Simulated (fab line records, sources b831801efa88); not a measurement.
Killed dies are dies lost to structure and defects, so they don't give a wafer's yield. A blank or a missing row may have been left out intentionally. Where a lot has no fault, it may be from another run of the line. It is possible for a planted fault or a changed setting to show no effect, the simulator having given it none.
Problem report in the 8D (eight disciplines) form, filled by code | flow sky130 | the parts of the form that need people (team, actions taken, sign-off) are left out

== 1. THE PROBLEM ==
Wafers with no fault read 42 with a standard deviation of 6.8, whereas killed_at_M0_to_M3 at SKY_PAD_OPEN_PROBE_99 reads a mean of 259 on 1 wafer of 1 lot. That is +32 standard deviations from the usual mean.
First seen on wafer L424.2, day 49 16:13, on prober-01. The record has a number at this step for 18 wafers belonging to 6 lots. The rule behind "out" and "out of limits": a value lying over 4 standard deviations away from the usual mean. The rest of the wafers with a number are treated as sound.

== 2. WHAT IT IS; WHAT IT IS NOT ==
question                    | is                                                                                                                                                              | is not
which readings at this step | killed_at_M0_to_M3, defect_limited_yield, killed_dies, killed_on_rim, sort_bin_3_pad_short, sort_bin_5_function, sort_bin_6_memory, sort_n_pass, sort_yield_pct | killed_at_M4_up, killed_at_contacts, killed_at_front_end, killed_at_other, killed_open
which lots                  | L424                                                                                                                                                            | L412, L414, L415, L427, L433
which wafers of those lots  | L424.2                                                                                                                                                          | L424.4, L424.5
read on which tools         | prober-01                                                                                                                                                       | prober-02
when                        | from day 49 16:13                                                                                                                                               | up to then (9 sound wafers); but 8 sound wafers of L424, L427, L433 came after

== 3. THE SUSPECTS, EACH WITH WHAT RULES IT OUT ==
Counting: any tool at a process step up to the reading remains a suspect provided it ran every lot that is out. Sound lots after the first of them don't rule it out here, since some wafers of a struck lot are sound.
- cmp-01 at SKY_VIA1_CMP_24 (polishes, stops on SiO2, t overpolish 15 s, target thk 0 nm): kept. It processed L424, the lot that is out, at day 39 04:05, and its most recent sound lot before then was L414 at day 34 23:35.
- pvd_sputter-01 at SKY_METAL5_SPUTTER_03 (material Ti, target thk 5 nm, time 3.3 s): kept. It processed L424, the lot that is out, at day 47 05:06, and its most recent sound lot before then was L412 at day 43 06:39.
- prober-01 at SKY_PAD_OPEN_PROBE_99: kept. It processed L424, the lot that is out, at day 49 16:13, and its most recent sound lot before then was L415 at day 46 18:47. Its own readings are out on those wafers: defect_limited_yield, killed_at_M0_to_M3, killed_dies, killed_on_rim, sort_bin_3_pad_short, sort_bin_5_function, sort_bin_6_memory, sort_n_pass, sort_yield_pct.
- The sound lot-mates ran in chamber 1 of cmp-01 at SKY_VIA1_CMP_24, but the wafers that are out ran in chamber 0.
The count leaves cmp-01 at SKY_VIA1_CMP_24, pvd_sputter-01 at SKY_METAL5_SPUTTER_03, and prober-01 at SKY_PAD_OPEN_PROBE_99.

== 4. THE CAUSE (what the simulator had put in) ==
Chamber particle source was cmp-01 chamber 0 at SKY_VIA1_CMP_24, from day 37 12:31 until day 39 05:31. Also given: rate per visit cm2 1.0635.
Counting leaves 3 suspects; this tool is one of them.

== 5. SEQUENCE OF EFFECTS, ordered by route ==
Each row: a reading whose mean over the struck wafers that have a number lies more than 3 standard deviations from the usual. Only readings whose record carries a usual standard deviation are examined. hours: median over the lots of the time between each lot's start at the first step of this table that gives one and its start at this step. sigmas: the change, counted in usual standard deviations.
hours | step                  | reading              | usual  | on struck wafers | change | sigmas
0     | SKY_PAD_OPEN_PROBE_99 | defect_limited_yield | 82.7 % | 41.9             | -40.8  | -20
0     | SKY_PAD_OPEN_PROBE_99 | killed_at_M0_to_M3   | 42     | 259              | +217   | +32
0     | SKY_PAD_OPEN_PROBE_99 | killed_dies          | 85     | 286              | +201   | +21
0     | SKY_PAD_OPEN_PROBE_99 | killed_on_rim        | 17     | 52               | +35    | +11
0     | SKY_PAD_OPEN_PROBE_99 | sort_bin_3_pad_short | 0.9 %  | 3.5              | +2.6   | +6.2
0     | SKY_PAD_OPEN_PROBE_99 | sort_bin_5_function  | 10.4 % | 36.6             | +26.2  | +17
0     | SKY_PAD_OPEN_PROBE_99 | sort_bin_6_memory    | 6.1 %  | 18.1             | +12.0  | +11
0     | SKY_PAD_OPEN_PROBE_99 | sort_n_pass          | 407    | 206              | -201   | -21
0     | SKY_PAD_OPEN_PROBE_99 | sort_yield_pct       | 82.7 % | 41.9             | -40.8  | -20
It contains these process steps:
- SKY_PAD_OPEN_PROBE_99

== 6. HOW IT WOULD HAVE BEEN CAUGHT EARLIER ==
In this record the first reading out of limits was taken at day 49 16:13, 292 hours after the fault began at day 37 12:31.
Tool readings at SKY_VIA1_CMP_24 with a usual standard deviation given in the record: none out on any struck wafer, hence no alarm at a limit of 4 standard deviations on them.
By day 49 16:13, every lot that is out (1) had started SKY_VIA1_CMP_24 on cmp-01. Holding the tool at that point would not have protected any of them.
